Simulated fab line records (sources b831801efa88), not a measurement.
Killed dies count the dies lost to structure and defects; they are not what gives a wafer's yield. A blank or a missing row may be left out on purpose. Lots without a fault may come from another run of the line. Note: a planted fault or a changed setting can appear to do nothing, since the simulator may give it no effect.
One fault through the eyes of 2 desks / flow sky130 / numbers are kept per desk, each desk with only its own; the story behind them comes last

FOR THE TOOL OWNER'S DESK: pecvd-01
The tool's own readings at SKY_CAP2M_CVD_00 (deposits SiO2, target thk 15.5 nm): means of the sampled wafers that have a number, for each lot that ran on this tool. The brackets show how far a lot's mean lies from the usual mean; more than 4 standard deviations puts the lot out of limits, marked OUT.
Columns: A = heater_power_w at SKY_CAP2M_CVD_00, usual 674 W
lot=L399; first seen here=day 39 19:58; A=599
lot=L401; first seen here=day 40 19:42; A=600
lot=L408; first seen here=day 42 20:41; A=700
lot=L421; first seen here=day 45 21:35; A=585
Result from this desk: across the 4 lots, nothing is out of limits.

AT THE METROLOGY DESK
What the gauges read, lot by lot, whatever tool the lot ran on: means of the sampled wafers that have a number. The brackets show how far a lot's mean lies from the usual mean; more than 4 standard deviations puts the lot out of limits, marked OUT.
Columns: A = cd_nm at SKY_VIA3_CD_MEAS_12, usual 200.0 nm; B = VIA3_OVL at SKY_VIA3_OVL_MEAS_13, usual 2 nm; C = CAP2M_CVD_00_THK at SKY_CAP2M_THK_MEAS_01, usual 15.48 nm
lot=L399; first seen here=day 39 18:08; A=199.8; B=1; C=15.39
lot=L402; first seen here=day 40 17:43; A=198.3; B=-8; C=15.75
lot=L401; first seen here=day 40 17:50; A=200.4; B=3; C=15.30
lot=L408; first seen here=day 42 19:01; A=199.8; B=8; C=15.11
lot=L412; first seen here=day 43 21:31; A=199.2; B=2; C=15.09
lot=L411; first seen here=day 43 23:32; A=200.1; B=3; C=15.50
lot=L413; first seen here=day 44 02:32; A=200.7; B=-1; C=15.42
lot=L415; first seen here=day 44 19:59; A=200.9; B=13; C=15.24
lot=L416; first seen here=day 44 21:16; A=200.6; B=-6; C=15.28
lot=L420; first seen here=day 45 19:56; A=201.5; B=-2; C=15.59
lot=L421; first seen here=day 45 19:57; A=200.0; B=4; C=15.97
Result from this desk: across the 11 lots, nothing is out of limits.

TAKEN TOGETHER
The tool owner's desk saw nothing out of limits.
From the metrology desk's view, nothing was out of limits.

WHAT WAS PUT IN BY THE SIMULATOR
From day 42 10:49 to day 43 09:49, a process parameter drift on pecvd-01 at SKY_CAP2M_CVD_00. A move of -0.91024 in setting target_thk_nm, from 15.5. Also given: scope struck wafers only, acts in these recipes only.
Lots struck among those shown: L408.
